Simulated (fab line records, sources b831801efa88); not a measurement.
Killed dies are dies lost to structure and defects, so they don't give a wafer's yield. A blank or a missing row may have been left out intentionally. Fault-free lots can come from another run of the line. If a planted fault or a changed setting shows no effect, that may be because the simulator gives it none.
Which of the tools did it? -- flow sky130 -- 18 wafers sampled from 6 lots at 1 step of a route of 708

## WHAT EACH GAUGE READ, for each wafer
SKY_VIA2_CD_MEAS_12 targets a cd of 200 nm.
lot,measured,on,cd_nm (nm)
L241,day 37 10:32,cd_sem-02,200.4 198.1 199.2
L245,day 38 09:55,cd_sem-01,201.8 202.6 201.4
L247,day 39 01:58,cd_sem-02,200.9 200.6 201.4
L248,day 39 11:31,cd_sem-01,200.0 200.4 200.8
L254,day 41 07:13,cd_sem-02,199.7 198.0 198.0
L261,day 43 00:28,cd_sem-01,200.3 201.4 200.0

## EACH LOT AND THE TOOL THAT RAN IT (in order: tool; ch and the chambers of the sampled wafers; start)
The record holds no process step before these readings.

## THE ANSWER, worked out from the rows above alone
Rule: the usual values come from the lots themselves. The widest of any qualifying gaps counts: lots, ordered by their means at a reading, are off when they make up no more than a third of the lots, leave a main group of 4 or more, and stand apart from it by 3 or more times the standard deviation of that group's means. Not used: any main group whose means are identical at the precision the tables above print for the reading. Also off: a lot with no number at a reading for which 4 or more lots have one. The other lots that the step has rows for count as sound.
No lot is off on any of the readings shown, so nothing can be concluded from this.

## WHAT THE SIMULATOR PUT IN
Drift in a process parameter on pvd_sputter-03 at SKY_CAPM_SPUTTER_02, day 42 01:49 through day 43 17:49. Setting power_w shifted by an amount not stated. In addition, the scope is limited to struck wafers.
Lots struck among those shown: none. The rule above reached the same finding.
